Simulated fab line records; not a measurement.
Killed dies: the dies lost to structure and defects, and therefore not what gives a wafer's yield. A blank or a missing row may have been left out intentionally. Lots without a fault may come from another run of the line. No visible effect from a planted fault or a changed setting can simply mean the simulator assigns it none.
Which of the tools did it? ; flow sky130 ; Sampling: 10 lots, 30 wafers, 6 of 708 route steps

## WHAT THE GAUGES SHOWED, per wafer
SKY_VT_ADJUST_NCORE_OVL_MEAS_08. Usual: VT_ADJUST_NCORE_OVL -0.5 nm, standard deviation 1.4.
lot;measured;on;VT_ADJUST_NCORE_OVL (nm);flag
L998;day 9 06:19;overlay-02;2.4 0.8 0.0;
L999;day 9 10:19;overlay-02;1.7 1.4 1.9;
L103;day 10 20:07;overlay-02;0.9 1.1 -0.2;
L104;day 10 23:10;overlay-02;1.0 -1.8 0.5;
L108;day 12 01:55;overlay-01;-1.4 -4.5 -1.1;
L113;day 13 23:40;overlay-01;0.2 -0.8 0.1;
L114;day 14 00:35;overlay-01;0.1 -1.8 -1.1;
L115;day 14 05:43;overlay-02;-0.6 -0.1 -0.8;
L117;day 14 16:10;overlay-02;-1.7 -1.8 -1.4;
L119;day 15 06:20;overlay-02;0.5 -0.5 0.7;

SKY_LDD_P_CD_MEAS_07: the cd target is 380 nm. Usual: 380.0 nm for cd-nm, sd 2.4.
lot;measured;on;cd-nm (nm);flag
L998;day 19 17:35;cd-sem-02;382.4 382.6 381.3;
L999;day 20 01:50;cd-sem-01;374.4 375.0 374.7;
L103;day 22 02:12;cd-sem-02;- - -;OFF
L104;day 22 02:56;cd-sem-02;376.5 375.4 377.1;
L108;day 23 13:11;cd-sem-02;380.0 380.0 382.1;
L113;day 25 16:38;cd-sem-01;375.1 377.9 377.5;
L114;day 25 17:01;cd-sem-01;377.8 380.3 378.8;
L115;day 25 23:29;cd-sem-02;386.0 384.1 382.5;
L117;day 26 08:50;cd-sem-01;381.3 381.8 381.6;
L119;day 26 21:55;cd-sem-01;379.0 380.1 380.3;

SKY_LDD_P_TW_MEAS_11. Usual: LDD_P_TW 641, standard deviation 9.8.
lot;measured;on;LDD_P_TW;flag
L998;day 19 17:59;film-metro-01;648 652 652;
L999;day 20 02:14;film-metro-02;640 638 638;
L103;day 22 02:35;film-metro-04;30 30 30 30 30 30;OFF
L104;day 22 03:19;film-metro-04;626 628 626;
L108;day 23 13:36;film-metro-02;631 633 635;
L113;day 25 17:03;film-metro-01;658 658 655;
L114;day 25 17:25;film-metro-02;635 633 635;
L115;day 25 23:53;film-metro-02;634 633 634;
L117;day 26 09:15;film-metro-01;648 647 644;
L119;day 26 22:19;film-metro-01;650 647 651;

## EACH LOT AND THE TOOL THAT RAN IT (in order: tool; ch and the chambers of the sampled wafers; start)
lot;SKY_FIELD_ISO_ETCH_17;SKY_SONOS_ONO_STRIP_17;SKY_LDD_P_EXPOSE_04
L998;rie-si-01 ch 0,1,3, day 2 16:16;plasma-asher-04 ch 0,1, day 13 09:53;iline-stepper-02 ch 0, day 19 02:43
L999;rie-si-01 ch 0,1,3, day 2 20:06;plasma-asher-04 ch 0,1, day 13 17:06;iline-stepper-01 ch 0, day 19 10:59
L103;rie-si-01 ch 0,3, day 3 18:28;plasma-asher-03 ch 0,1, day 15 04:25;iline-stepper-01 ch 0, day 21 10:16
L104;rie-si-01 ch 1,2,3, day 3 21:43;plasma-asher-03 ch 0,1, day 15 09:06;iline-stepper-01 ch 0, day 21 11:32
L108;rie-si-01 ch 1,2,3, day 4 20:27;plasma-asher-03 ch 0,1, day 16 16:13;iline-stepper-01 ch 0, day 22 22:08
L113;rie-si-01 ch 0,1,2, day 6 02:31;plasma-asher-01 ch 0,1, day 18 20:35;iline-stepper-01 ch 0, day 25 01:35
L114;rie-si-02 ch 1,3, day 6 02:52;plasma-asher-01 ch 0,1, day 18 22:13;iline-stepper-01 ch 0, day 25 02:27
L115;rie-si-02 ch 0,2,3, day 6 09:04;plasma-asher-04 ch 0,1, day 19 04:56;iline-stepper-01 ch 0, day 25 08:30
L117;rie-si-02 ch 0,1,3, day 6 17:54;plasma-asher-01 ch 0,1, day 19 15:28;iline-stepper-01 ch 0, day 25 18:38
L119;rie-si-01 ch 0,3, day 7 05:27;plasma-asher-01 ch 0,1, day 20 06:47;iline-stepper-01 ch 0, day 26 07:28
- SKY_FIELD_ISO_ETCH_17: etches Si in HBr/Cl2/O2, target depth 342 nm, time 97.7 s.
- SKY_SONOS_ONO_STRIP_17: strips in O2/N2.
- SKY_LDD_P_EXPOSE_04: exposes mask PSDM, target cd 380 nm.

## WHAT THE TOOLS THEMSELVES READ (means of the sampled wafers that have a number; where no wafer has one, the mark that the record gives instead)
SKY_FIELD_ISO_ETCH_17. Usual: drypump-motor-current-A 5.8 A, standard deviation 0.62; he-backside-leak-sccm 2.82 sccm, standard deviation 0.2; mfc-cl2-sccm 40.01 sccm, standard deviation 0.13; oes-product-au 0.998 a.u., standard deviation 0.0075; throttle-valve-pct 25.657 %, standard deviation 0.009.
lot;tool;drypump-motor-current-A (A);he-backside-leak-sccm (sccm);mfc-cl2-sccm (sccm);oes-product-au (a.u.);throttle-valve-pct (%);flag
L998;rie-si-01;6.2;2.89;40.20;1.003;25.660;
L999;rie-si-01;6.2;2.93;39.94;0.995;25.663;
L103;rie-si-01;6.0;2.74;40.00;0.997;25.651;
L104;rie-si-01;5.9;2.95;40.03;1.000;25.657;
L108;rie-si-01;5.9;2.82;40.00;0.995;25.650;
L113;rie-si-01;5.8;2.87;40.05;0.996;25.658;
L114;rie-si-02;5.6;2.96;40.08;0.996;25.662;
L115;rie-si-02;5.6;2.75;40.00;0.994;25.657;
L117;rie-si-02;6.0;2.79;40.00;0.998;25.663;
L119;rie-si-01;6.0;2.88;40.07;0.988;25.659;

SKY_SONOS_ONO_STRIP_17. Usual: drypump-motor-current-A 6.1 A, standard deviation 0.42; oes-product-au 0.710 a.u., standard deviation 0.004; strip-time-to-endpoint-s 14.12 s, standard deviation 0.045.
lot;tool;drypump-motor-current-A (A);oes-product-au (a.u.);strip-time-to-endpoint-s (s);flag
L998;plasma-asher-04;6.1;0.715;14.19;
L999;plasma-asher-04;6.2;0.706;14.08;
L103;plasma-asher-03;5.7;0.713;14.20;
L104;plasma-asher-03;5.7;0.705;14.15;
L108;plasma-asher-03;5.9;0.715;14.11;
L113;plasma-asher-01;6.1;0.713;14.15;
L114;plasma-asher-01;6.4;0.707;14.16;
L115;plasma-asher-04;6.1;0.712;14.10;
L117;plasma-asher-01;6.0;0.704;14.13;
L119;plasma-asher-01;6.4;0.709;14.09;

SKY_LDD_P_EXPOSE_04. Usual: stage-vel-mm-s 500.02 mm/s, standard deviation 0.26.
lot;tool;stage-vel-mm-s (mm/s);flag
L998;iline-stepper-02;500.24;
L999;iline-stepper-01;499.97;
L103;iline-stepper-01;500.04;
L104;iline-stepper-01;500.29;
L108;iline-stepper-01;500.32;
L113;iline-stepper-01;499.80;
L114;iline-stepper-01;499.61;
L115;iline-stepper-01;500.13;
L117;iline-stepper-01;499.93;
L119;iline-stepper-01;500.20;

## THE ANSWER, worked out from the rows above alone
Rule: a lot is off if the mean of its wafers that have a number lies more than 3 standard deviations from the usual mean. Also off: a lot with no number at a reading for which 4 or more lots have one. The other lots that the step has rows for count as sound. Order of review: gauges by route order, followed by the tools' own readings, for which a lot's mean as printed above is used. At the first step where some lot is off, the reading lying furthest off is the one used; lots without a number count as furthest.
Off: L103, at SKY_LDD_P_CD_MEAS_07 (cd-nm). Without a number there: L103.
If a tool, at a process step before that reading, ran all the lots that are off and no sound lot after the first of them, it fits. The gauges at SKY_LDD_P_CD_MEAS_07 aren't tried: what is off there is off at SKY_LDD_P_TW_MEAS_11 too, on other tools, and a gauge's error can't cause that. Of those tried, none fits.

## WHAT WAS PUT IN BY THE SIMULATOR
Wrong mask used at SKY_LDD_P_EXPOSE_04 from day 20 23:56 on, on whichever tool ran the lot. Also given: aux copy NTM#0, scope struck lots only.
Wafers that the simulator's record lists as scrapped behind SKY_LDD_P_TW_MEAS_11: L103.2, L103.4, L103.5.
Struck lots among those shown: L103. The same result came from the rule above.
